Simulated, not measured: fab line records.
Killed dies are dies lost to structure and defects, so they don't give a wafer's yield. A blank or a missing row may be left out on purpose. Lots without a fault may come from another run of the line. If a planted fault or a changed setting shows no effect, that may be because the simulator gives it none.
Which tool did it? / flow gf180mcu / Sampling: 13 lots, 39 wafers, 3 of 602 route steps

== WHAT EACH GAUGE READ, for each wafer ==
GF_M1_RS_MEAS_05: measures by four-point-probe. Usual: M1_ALCU_RS typically reads 0.0693 ohm/sq, with standard deviation 0.00069.
lot=L735; measured=day 16 03:43; on=filmMetro-02; M1_ALCU_RS (ohm/sq)=0.0691 0.0697 0.0692; flag=
lot=L736; measured=day 16 13:59; on=filmMetro-01; M1_ALCU_RS (ohm/sq)=0.0697 0.0702 0.0700; flag=
lot=L738; measured=day 17 09:12; on=filmMetro-02; M1_ALCU_RS (ohm/sq)=0.0681 0.0673 0.0680; flag=
lot=L739; measured=day 17 11:34; on=filmMetro-02; M1_ALCU_RS (ohm/sq)=0.0692 0.0690 0.0694; flag=
lot=L741; measured=day 18 05:40; on=filmMetro-04; M1_ALCU_RS (ohm/sq)=0.0694 0.0690 0.0690; flag=
lot=L742; measured=day 18 14:58; on=filmMetro-01; M1_ALCU_RS (ohm/sq)=0.0702 0.0697 0.0707; flag=
lot=L743; measured=day 19 01:43; on=filmMetro-01; M1_ALCU_RS (ohm/sq)=0.0689 0.0693 0.0692; flag=
lot=L744; measured=day 19 10:54; on=filmMetro-01; M1_ALCU_RS (ohm/sq)=0.0671 0.0662 0.0663; flag=OFF
lot=L754; measured=day 23 07:20; on=filmMetro-01; M1_ALCU_RS (ohm/sq)=0.0700 0.0698 0.0711; flag=
lot=L755; measured=day 23 11:13; on=filmMetro-02; M1_ALCU_RS (ohm/sq)=0.0692 0.0700 0.0708; flag=
lot=L756; measured=day 23 13:05; on=filmMetro-04; M1_ALCU_RS (ohm/sq)=0.0685 0.0688 0.0692; flag=
lot=L757; measured=day 23 21:51; on=filmMetro-04; M1_ALCU_RS (ohm/sq)=0.0690 0.0702 0.0698; flag=
lot=L758; measured=day 24 12:57; on=filmMetro-04; M1_ALCU_RS (ohm/sq)=0.0699 0.0699 0.0695; flag=

GF_M1_THK_MEAS_06: measures by xrf. Usual: M1_ALCU_THK typically reads 448 nm, with standard deviation 4.9.
lot=L735; measured=day 16 03:50; on=filmMetro-02; M1_ALCU_THK (nm)=450 450 450; flag=
lot=L736; measured=day 16 14:05; on=filmMetro-01; M1_ALCU_THK (nm)=444 442 443; flag=
lot=L738; measured=day 17 09:19; on=filmMetro-02; M1_ALCU_THK (nm)=457 462 459; flag=
lot=L739; measured=day 17 11:41; on=filmMetro-02; M1_ALCU_THK (nm)=449 453 449; flag=
lot=L741; measured=day 18 05:47; on=filmMetro-04; M1_ALCU_THK (nm)=446 446 449; flag=
lot=L742; measured=day 18 15:05; on=filmMetro-01; M1_ALCU_THK (nm)=441 443 439; flag=
lot=L743; measured=day 19 01:49; on=filmMetro-01; M1_ALCU_THK (nm)=451 446 447; flag=
lot=L744; measured=day 19 11:01; on=filmMetro-01; M1_ALCU_THK (nm)=463 468 468; flag=OFF
lot=L754; measured=day 23 07:27; on=filmMetro-01; M1_ALCU_THK (nm)=448 449 438; flag=
lot=L755; measured=day 23 11:20; on=filmMetro-02; M1_ALCU_THK (nm)=451 446 442; flag=
lot=L756; measured=day 23 13:12; on=filmMetro-04; M1_ALCU_THK (nm)=452 451 450; flag=
lot=L757; measured=day 23 21:58; on=filmMetro-04; M1_ALCU_THK (nm)=447 440 443; flag=
lot=L758; measured=day 24 13:04; on=filmMetro-04; M1_ALCU_THK (nm)=442 442 443; flag=

== WHAT TOOL EACH LOT RAN ON (gives the tool, then ch and the chambers of the sampled wafers, and finally the start) ==
lot=L735; GF_M1_SPUTTER_02=pvdSputter-03, day 16 03:38
lot=L736; GF_M1_SPUTTER_02=pvdSputter-04, day 16 13:52
lot=L738; GF_M1_SPUTTER_02=pvdSputter-02, day 17 09:07
lot=L739; GF_M1_SPUTTER_02=pvdSputter-04, day 17 11:29
lot=L741; GF_M1_SPUTTER_02=pvdSputter-02, day 18 05:35
lot=L742; GF_M1_SPUTTER_02=pvdSputter-02, day 18 14:52
lot=L743; GF_M1_SPUTTER_02=pvdSputter-04, day 19 01:36
lot=L744; GF_M1_SPUTTER_02=pvdSputter-02, day 19 10:49
lot=L754; GF_M1_SPUTTER_02=pvdSputter-03, day 23 07:14
lot=L755; GF_M1_SPUTTER_02=pvdSputter-03, day 23 11:07
lot=L756; GF_M1_SPUTTER_02=pvdSputter-02, day 23 12:59
lot=L757; GF_M1_SPUTTER_02=pvdSputter-03, day 23 21:46
lot=L758; GF_M1_SPUTTER_02=pvdSputter-03, day 24 12:52
- GF_M1_SPUTTER_02: material AlCu, target thk 450 nm, time 23.9 s.

== AS READ BY THE TOOLS THEMSELVES (means over the sampled wafers that have a number; for cases with no such wafer, the mark the record gives instead) ==
GF_M1_SPUTTER_02. Usual: chamberPressurePa 0.3998 Pa, standard deviation 0.0008; throttleValvePct 30.9 %, standard deviation 0.85.
lot=L735; tool=pvdSputter-03; chamberPressurePa (Pa)=0.3998; throttleValvePct (%)=31.3; flag=
lot=L736; tool=pvdSputter-04; chamberPressurePa (Pa)=0.4000; throttleValvePct (%)=29.8; flag=
lot=L738; tool=pvdSputter-02; chamberPressurePa (Pa)=0.3996; throttleValvePct (%)=30.8; flag=
lot=L739; tool=pvdSputter-04; chamberPressurePa (Pa)=0.4000; throttleValvePct (%)=29.7; flag=
lot=L741; tool=pvdSputter-02; chamberPressurePa (Pa)=0.4005; throttleValvePct (%)=31.0; flag=
lot=L742; tool=pvdSputter-02; chamberPressurePa (Pa)=0.4000; throttleValvePct (%)=31.0; flag=
lot=L743; tool=pvdSputter-04; chamberPressurePa (Pa)=0.3999; throttleValvePct (%)=30.3; flag=
lot=L744; tool=pvdSputter-02; chamberPressurePa (Pa)=0.4000; throttleValvePct (%)=30.8; flag=
lot=L754; tool=pvdSputter-03; chamberPressurePa (Pa)=0.4001; throttleValvePct (%)=31.2; flag=
lot=L755; tool=pvdSputter-03; chamberPressurePa (Pa)=0.3994; throttleValvePct (%)=31.3; flag=
lot=L756; tool=pvdSputter-02; chamberPressurePa (Pa)=0.4001; throttleValvePct (%)=30.9; flag=
lot=L757; tool=pvdSputter-03; chamberPressurePa (Pa)=0.4007; throttleValvePct (%)=31.4; flag=
lot=L758; tool=pvdSputter-03; chamberPressurePa (Pa)=0.3983; throttleValvePct (%)=31.8; flag=

== THE ANSWER, worked out from the rows above alone ==
Rule: take the mean of a lot's wafers that have a number; if it is more than 3 standard deviations from the usual mean, the lot is off. Also off: a lot with no number at a reading for which 4 or more lots have one. All remaining lots with rows at the step are treated as sound. After the gauges, taken in route order, come the tools' own readings; for these a lot's mean is taken, as printed above. The first step at which some lot is off is used, and at that step the reading that is off furthest; a lot without a number counts as furthest.
Off: L744, at GF_M1_RS_MEAS_05 (M1_ALCU_RS).
A tool fits if, at a process step before that reading, it ran every lot that is off, and no sound lot after the first of them. The gauges at GF_M1_RS_MEAS_05 are tried like those tools. Of those tried, none fits.

== WHAT WAS PUT IN BY THE SIMULATOR ==
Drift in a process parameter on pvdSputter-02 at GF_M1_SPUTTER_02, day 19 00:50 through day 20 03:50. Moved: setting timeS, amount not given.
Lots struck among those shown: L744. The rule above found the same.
